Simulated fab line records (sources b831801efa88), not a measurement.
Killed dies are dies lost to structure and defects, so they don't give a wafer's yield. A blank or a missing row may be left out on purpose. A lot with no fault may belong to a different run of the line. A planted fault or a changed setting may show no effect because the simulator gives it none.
Which tool did it?    flow gf180mcu    14 lots with 42 wafers sampled at 5 steps, on a route of 602 steps

## WHAT THE GAUGES SHOWED, per wafer
GF_STI_THK_MEAS_24.
lot   measured     on             STI_CVD_23_THK (nm)
L709  day 2 04:50  film_metro-04  653 653 660
L710  day 2 08:31  film_metro-02  649 648 654
L712  day 2 18:47  film_metro-04  651 648 649
L713  day 2 23:47  film_metro-01  640 653 644
L714  day 3 07:08  film_metro-02  642 639 634
L715  day 3 10:48  film_metro-01  651 653 652
L717  day 4 00:35  film_metro-01  640 643 637
L718  day 4 02:38  film_metro-02  651 645 651
L719  day 4 10:55  film_metro-04  654 648 652
L723  day 5 02:59  film_metro-01  639 631 637
L725  day 5 13:45  film_metro-02  708 709 710
L726  day 5 18:29  film_metro-02  717 713 710
L730  day 6 16:54  film_metro-02  649 652 651
L731  day 6 21:10  film_metro-04  643 647 642

GF_PSD_CD_MEAS_07: the cd target is 400 nm.
lot   measured      on         cd_nm (nm)
L709  day 14 00:02  cd_sem-02  400.0 400.5 397.1
L710  day 14 09:25  cd_sem-01  405.4 406.0 404.6
L712  day 15 03:37  cd_sem-01  397.1 398.1 397.8
L713  day 15 08:58  cd_sem-01  402.6 404.8 403.4
L714  day 15 23:59  cd_sem-02  402.5 402.7 401.4
L715  day 16 09:13  cd_sem-02  399.1 399.2 398.9
L717  day 17 03:46  cd_sem-02  397.4 398.6 399.1
L718  day 17 07:43  cd_sem-02  401.1 402.5 400.4
L719  day 17 21:52  cd_sem-02  403.2 400.2 401.6
L723  day 19 01:52  cd_sem-01  396.9 396.5 398.4
L725  day 19 21:10  cd_sem-01  399.9 398.8 398.2
L726  day 20 11:04  cd_sem-01  400.9 401.1 403.1
L730  day 21 18:01  cd_sem-02  397.5 400.2 399.9
L731  day 22 07:02  cd_sem-01  402.2 402.3 402.6

GF_CONTACT_OVL_MEAS_15.
lot   measured      on          CONTACT_OVL (nm)
L709  day 15 19:56  overlay-01  -12 -9 -9
L710  day 16 05:48  overlay-01  -12 -15 -15
L712  day 17 01:53  overlay-02  -7 -3 -6
L713  day 17 07:29  overlay-02  4 -9 5
L714  day 17 23:11  overlay-02  -13 -16 -11
L715  day 18 10:14  overlay-02  -3 3 2
L717  day 19 05:44  overlay-01  2 8 3
L718  day 19 11:02  overlay-01  5 -6 -7
L719  day 20 00:59  overlay-02  -5 -9 -15
L723  day 21 05:32  overlay-02  -9 -14 -17
L725  day 21 23:35  overlay-02  -11 -8 -9
L726  day 22 13:05  overlay-01  -4 4 -3
L730  day 23 18:05  overlay-02  -11 -13 -18
L731  day 24 07:02  overlay-01  4 2 10

GF_M1_RS_MEAS_05: a four-point-probe measurement.
lot   measured      on             M1_ALCU_RS (ohm/sq)
L709  day 15 21:20  film_metro-02  0.0695 0.0689 0.0693
L710  day 16 07:14  film_metro-02  0.0698 0.0692 0.0699
L712  day 17 03:17  film_metro-02  0.0695 0.0701 0.0697
L713  day 17 08:53  film_metro-01  0.0719 0.0723 0.0718
L714  day 18 00:39  film_metro-03  0.0692 0.0685 0.0685
L715  day 18 11:39  film_metro-03  0.0706 0.0693 0.0700
L717  day 19 07:13  film_metro-03  0.0696 0.0693 0.0693
L718  day 19 12:25  film_metro-02  0.0697 0.0692 0.0694
L719  day 20 02:24  film_metro-02  0.0708 0.0711 0.0702
L723  day 21 06:56  film_metro-02  0.0709 0.0707 0.0709
L725  day 22 00:59  film_metro-03  0.0699 0.0711 0.0704
L726  day 22 14:29  film_metro-02  0.0693 0.0694 0.0692
L730  day 23 19:28  film_metro-02  0.0700 0.0708 0.0712
L731  day 24 08:26  film_metro-02  0.0698 0.0700 0.0691

## TOOL THAT RAN EACH LOT (tool first, then ch and the chambers of the sampled wafers, then the start)
lot   GF_STI_CVD_23
L709  hdpcvd-01 ch 0,1,2, day 2 04:45
L710  hdpcvd-02 ch 0,1,2, day 2 08:25
L712  hdpcvd-01 ch 1,2, day 2 18:43
L713  hdpcvd-02 ch 0,2, day 2 23:43
L714  hdpcvd-02 ch 0,1,2, day 3 07:03
L715  hdpcvd-01 ch 1,2, day 3 10:43
L717  hdpcvd-02 ch 1,2, day 4 00:31
L718  hdpcvd-02 ch 1,2, day 4 02:34
L719  hdpcvd-02 ch 0,1, day 4 10:50
L723  hdpcvd-02 ch 0,1, day 5 02:54
L725  hdpcvd-02 ch 0,1,2, day 5 13:41
L726  hdpcvd-02 ch 0,1,2, day 5 18:24
L730  hdpcvd-01 ch 0,1,2, day 6 16:49
L731  hdpcvd-01 ch 0,2, day 6 21:04
- GF_STI_CVD_23: deposits SiO2, target thk 650 nm, time 108.3 s.

## WHAT THE TOOLS THEMSELVES READ (means of the sampled wafers that have a number; where no wafer has one, the mark that the record gives instead)
The record holds no such reading with a usual standard deviation.

## THE ANSWER, worked out from the rows above alone
Rule: the lots themselves supply what counts as usual. Put in order of their means at a reading, lots are off if they are a third of the lots or fewer, leave a main group of 4 or more, and stand apart from it by a gap of 3 or more times the standard deviation of the main group's means; of several such gaps the widest counts. A main group whose means are all the same, to the digits that the tables above print for the reading, isn't used. Also off: a lot with no number at a reading for which 4 or more lots have one. All remaining lots with rows at the step are treated as sound. The gauges are gone through in route order, then the tools' own readings, and for those a lot's mean is taken as printed above. At the first step where some lot is off, the reading lying furthest off is the one used; lots without a number count as furthest.
Off: at GF_STI_THK_MEAS_24 (STI_CVD_23_THK), L725, L726. Mean 647 nm and standard deviation 5.8 in the main group.
If a tool, at a process step before that reading, ran all the lots that are off and no sound lot after the first of them, it fits. Gauges at GF_STI_THK_MEAS_24: tried the same way as those tools. One fits: hdpcvd-02 at GF_STI_CVD_23. Its last sound lot is L723 (day 5 02:54), its first lot that is off L725 (day 5 13:41): a fault that began between those two fits.

## WHAT HAD BEEN PUT IN BY THE SIMULATOR
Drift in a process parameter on hdpcvd-02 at GF_STI_CVD_23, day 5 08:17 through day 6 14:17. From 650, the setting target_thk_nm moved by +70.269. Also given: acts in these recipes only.
Shown lots that were struck: L725, L726. This agrees with what the rule above found.
